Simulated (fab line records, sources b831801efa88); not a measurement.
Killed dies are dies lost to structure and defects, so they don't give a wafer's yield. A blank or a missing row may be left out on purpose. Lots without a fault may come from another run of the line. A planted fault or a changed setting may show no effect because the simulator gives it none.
Problem report in the 8D (eight disciplines) form, filled by code | flow sky130 | the parts of the form that need people (team, actions taken, sign-off) are left out

1. THE PROBLEM
run_length_s at SKY_GATE_OXIDE_WET_ETCH_12 reads a mean of 203 s on 6 wafers of 2 lots; wafers without a fault read 364 s with a standard deviation of 4. That is -40 standard deviations from the usual mean.
The step: etches SiO2 in dHF, target depth 16.8 nm, time 336 s.
First seen on wafer L348.1, day 17 01:47, on wet_bench-01. The record holds 42 wafers of 14 lots with a number at this step. Rule for "out", or "out of limits": more than 4 standard deviations from the usual mean. The other wafers with a number count as sound.

2. WHAT IT IS AND WHAT IT IS NOT
question                    | is                     | is not
which readings at this step | run_length_s           | -
which lots                  | L348, L350             | L338, L339, L340, L341, L342, L343, L344, L345, L349, L358, L359, L360
which wafers of those lots  | all that have a number | -
read on which tools         | wet_bench-01           | wet_bench-02, wet_bench-03
when                        | from day 17 01:47      | up to then (24 sound wafers); but 12 sound wafers of L349, L358, L359, L360 came after

3. SUSPECTS, AND WHAT RULES EACH OUT
Counting: a tool at a process step up to the reading stays a suspect if it ran every lot that is out and no sound lot after the first of them.
- wet_bench-01 at SKY_GATE_OXIDE_WET_ETCH_12 (etches SiO2 in dHF, target depth 16.8 nm, time 336 s): ruled out as a lasting fault. Sound lots L359 ran on it after its first lot that is out, L348 (day 17 01:47).
Left after counting: nothing in the record.

4. THE CAUSE (what the simulator had put in)
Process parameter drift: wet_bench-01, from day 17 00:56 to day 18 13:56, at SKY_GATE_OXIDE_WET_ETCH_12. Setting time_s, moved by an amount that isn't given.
Counting ruled it out, wrongly.

5. THE CHAIN OF EFFECTS, in route order
Each row: a reading whose mean over the struck wafers that have a number lies more than 3 standard deviations from the usual. Only readings for which the record gives a usual standard deviation are gone through. hours: the time from each lot's start at the first step in this table that gives one to its start at this step, as a median over the lots. sigmas: the change in usual standard deviations.
hours | step                       | reading             | usual | on struck wafers | change | sigmas
0     | SKY_GATE_OXIDE_WET_ETCH_12 | run_length_s        | 364 s | 203              | -161   | -40
743   | SKY_PAD_OPEN_PROBE_99      | killed_at_front_end | 15    | 420              | +406   | +99
743   | SKY_PAD_OPEN_PROBE_99      | killed_dies         | 85    | 492              | +407   | +44
743   | SKY_PAD_OPEN_PROBE_99      | killed_on_rim       | 16    | 96               | +80    | +20
The process steps in it:
- SKY_GATE_OXIDE_WET_ETCH_12: etches SiO2 in dHF, target depth 16.8 nm, time 336 s.
- SKY_PAD_OPEN_PROBE_99

6. WHAT WOULD HAVE CAUGHT IT SOONER
In this record the first reading out of limits was taken at day 17 01:47, 1 hour after the fault began at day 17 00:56.
